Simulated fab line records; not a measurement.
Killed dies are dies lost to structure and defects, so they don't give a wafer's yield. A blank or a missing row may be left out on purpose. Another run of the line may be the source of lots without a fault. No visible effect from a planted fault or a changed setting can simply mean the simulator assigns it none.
Lot-split experiment | flow sfq-line | 5 lots, 14 wafers read, on a route of 325 steps

## THE SPLIT ITSELF
At SFQ_TRILAYER_M3_ETCH_METAL_ETCH_078 (etches Nb in Cl2/Ar, stops on SiO2, target depth 240 nm, time 120 s), the setting icp-w was moved away from the recipe's 600 W on 3 of the 14 wafers read, by -11.7% to +9.6%. This setting was run at the recipe's value on the other wafers.

The reading comes from the split's own step.

## THE READING
KrF_of_TRILAYER_M3_LITHO_COAT_075.thk-nm (the simulator's own value, which no gauge read), in nm, at SFQ_TRILAYER_M3_ETCH_METAL_ETCH_078 (etches Nb in Cl2/Ar, stops on SiO2, target depth 240 nm, time 120 s). The file gives no usual value for it. Average 381.1 nm, standard deviation 2 nm, over the 11 wafers here run with the recipe.

wafer  | tool, chamber at the split | icp-w as run, W | against the recipe | KrF_of_TRILAYER_M3_LITHO_COAT_075.thk-nm, nm | against lot-mates on the recipe
L075.5 | rie-metal-04, 1            | 600             | recipe             | 378.8                                        | -
L075.6 | rie-metal-04, 0            | 600             | recipe             | 376.9                                        | -
L077.1 | rie-metal-02, 0            | 600             | recipe             | 381.3                                        | -
L077.4 | rie-metal-02, 1            | 600             | recipe             | 384.9                                        | -
L078.1 | rie-metal-04, 1            | 600             | recipe             | 382.2                                        | -
L078.5 | rie-metal-04, 1            | 600             | recipe             | 380.6                                        | -
L078.6 | rie-metal-04, 0            | 600             | recipe             | 381                                          | -
L079.2 | rie-metal-02, 0            | 657.8           | +9.6%              | 366.6                                        | -14.6
L079.3 | rie-metal-02, 0            | 600             | recipe             | 380.6                                        | -
L079.4 | rie-metal-02, 1            | 600             | recipe             | 382.2                                        | -
L079.5 | rie-metal-02, 1            | 657.8           | +9.6%              | 371.4                                        | -9.8
L079.6 | rie-metal-02, 0            | 600             | recipe             | 380.9                                        | -
L080.2 | rie-metal-04, 0            | 529.6           | -11.7%             | 396.8                                        | +14.2
L080.5 | rie-metal-04, 1            | 600             | recipe             | 382.6                                        | -

THE FIT
A straight line over all 14 wafers: KrF_of_TRILAYER_M3_LITHO_COAT_075.thk-nm changes by -1.29 nm for each +1% of icp-w; r = -0.95; the points scatter about the line by 2.1 nm.
The same after taking each lot's own level away (the mean of its wafers on the recipe; 14 wafers): -1.24 nm for each +1%; r = -0.98; scatter 1.4 nm.
According to that fit, moving icp-w by its largest amount changes the reading by 15 nm.
From 377.85 to 383.10 nm: that is the span of the lots' own levels, equal to 2.7 times the standard deviation above.
The two slopes are in agreement: the lot-to-lot level therefore moves the slope only a little.
Check: with one of the wafers moved furthest among these (-11.7%) left out of the fit, the line predicts +14.9 nm for it against its lot-mates. Against them it came out at +14.2 nm.
Tool readings at the split's step, against how far the setting was moved: oes-product-au r = -0.08.

## THESE WAFERS: OTHER SPLITS
Note: prior to the reading, these wafers also went through further splits. Each is held against what the fit with the lots' levels taken away leaves over:
other split on the same wafers           | wafers away from the commonest value | r with KrF_of_TRILAYER_M3_LITHO_COAT_075.thk-nm (lot level and that fit taken away)
SFQ_TRILAYER_M3_LITHO_PEB_078 peb-temp-c | 7                                    | +0.14

## FILE'S OWN FIT
KrF_of_TRILAYER_M3_LITHO_COAT_075.thk-nm changes by -1.25 nm for each +1% of icp-w, r = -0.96.
